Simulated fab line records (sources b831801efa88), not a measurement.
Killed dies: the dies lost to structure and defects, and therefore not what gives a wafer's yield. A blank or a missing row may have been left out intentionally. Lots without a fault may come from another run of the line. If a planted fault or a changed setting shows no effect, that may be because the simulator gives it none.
A single fault, viewed from 2 desks || flow gf180mcu || what lay behind the numbers comes last; until then each desk has only its own

## METROLOGY DESK
Lot by lot, what the gauges showed, no matter which tool ran the lot: averages of those sampled wafers that carry a number. Marked OUT: a lot whose mean sits more than 4 standard deviations from the usual mean, which makes it out of limits; the brackets give that distance.
Columns: A = STI_OXIDATION_01_THK at GF_STI_THK_MEAS_22, usual 15.2 nm; B = LVPWELL_RS at GF_VT_IMPLANT_RS_MEAS_48, usual 1197.0 ohm/sq
{"lot": "L472", "first seen here": "day 2 03:25", "A": 15.5, "B": 1194.3}
{"lot": "L475", "first seen here": "day 2 19:24", "A": 15.9, "B": 1196.2}
{"lot": "L476", "first seen here": "day 3 00:16", "A": 14.8, "B": 1197.2}
{"lot": "L477", "first seen here": "day 3 04:53", "A": 14.8, "B": 1199.2}
{"lot": "L478", "first seen here": "day 3 10:49", "A": 14.8, "B": 1196.8}
{"lot": "L480", "first seen here": "day 3 21:14", "A": 14.5, "B": 1196.1}
{"lot": "L481", "first seen here": "day 4 01:06", "A": 15.1, "B": 1197.5}
{"lot": "L484", "first seen here": "day 4 16:46", "A": 15.5, "B": "1173.1 (-8.5) OUT"}
{"lot": "L489", "first seen here": "day 5 18:57", "A": 15.3, "B": "1171.9 (-9.0) OUT"}
{"lot": "L490", "first seen here": "day 5 23:24", "A": 15.0, "B": 1196.8}
{"lot": "L491", "first seen here": "day 6 05:41", "A": 15.3, "B": 1196.1}
{"lot": "L493", "first seen here": "day 6 15:59", "A": 15.0, "B": 1193.7}
Finding of this desk: L484, L489 out of limits, first seen on L484 at day 10 21:04 (LVPWELL_RS at GF_VT_IMPLANT_RS_MEAS_48). In limits: L472, L475, L476, L477, L478, L480, L481, L490, L491, L493.

## AT THE TOOL OWNER'S DESK: implanter-04
GF_LVPWELL_IMPLANT_09, tool's own readings: per-lot mean of the sampled wafers with a number, covering each lot this tool ran. Marked OUT: a lot whose mean sits more than 4 standard deviations from the usual mean, which makes it out of limits; the brackets give that distance.
Columns: A = dose_ions_cm2 at GF_LVPWELL_IMPLANT_09, usual 4.999e+12; B = faraday_current_uA at GF_LVPWELL_IMPLANT_09, usual 28.2
{"lot": "L475", "first seen here": "day 4 12:56", "A": 5.001e+12, "B": 28.4}
{"lot": "L476", "first seen here": "day 4 19:37", "A": 5.005e+12, "B": 28.3}
{"lot": "L478", "first seen here": "day 5 07:27", "A": 5.002e+12, "B": 28.5}
{"lot": "L481", "first seen here": "day 5 23:18", "A": 5.005e+12, "B": 28.8}
{"lot": "L484", "first seen here": "day 6 15:04", "A": "5.537e+12 (+98) OUT", "B": "31.5 (+6.2) OUT"}
{"lot": "L489", "first seen here": "day 7 20:06", "A": "5.550e+12 (+99 or more) OUT", "B": "31.3 (+5.9) OUT"}
This desk's verdict: out of limits on L484, L489, starting with L484 at day 6 15:04 (dose_ions_cm2 at GF_LVPWELL_IMPLANT_09). In limits: L475, L476, L478, L481.

## BROUGHT TOGETHER
The tool owner's desk could have raised an alarm at day 6 15:04, on L484, L489.
L484, L489 would have let the metrology desk raise an alarm at day 10 21:04.
All the named lots went through GF_LVPWELL_IMPLANT_09 on implanter-04.

## WHAT WAS PUT IN BY THE SIMULATOR
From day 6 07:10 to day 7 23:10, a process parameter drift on implanter-04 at GF_LVPWELL_IMPLANT_09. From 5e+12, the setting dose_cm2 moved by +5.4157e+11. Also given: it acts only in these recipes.
Shown lots that were struck: L484, L489.
Time in hours from fault onset to the first out-of-limits reading at each desk: tool owner's desk 8, metrology desk 110.
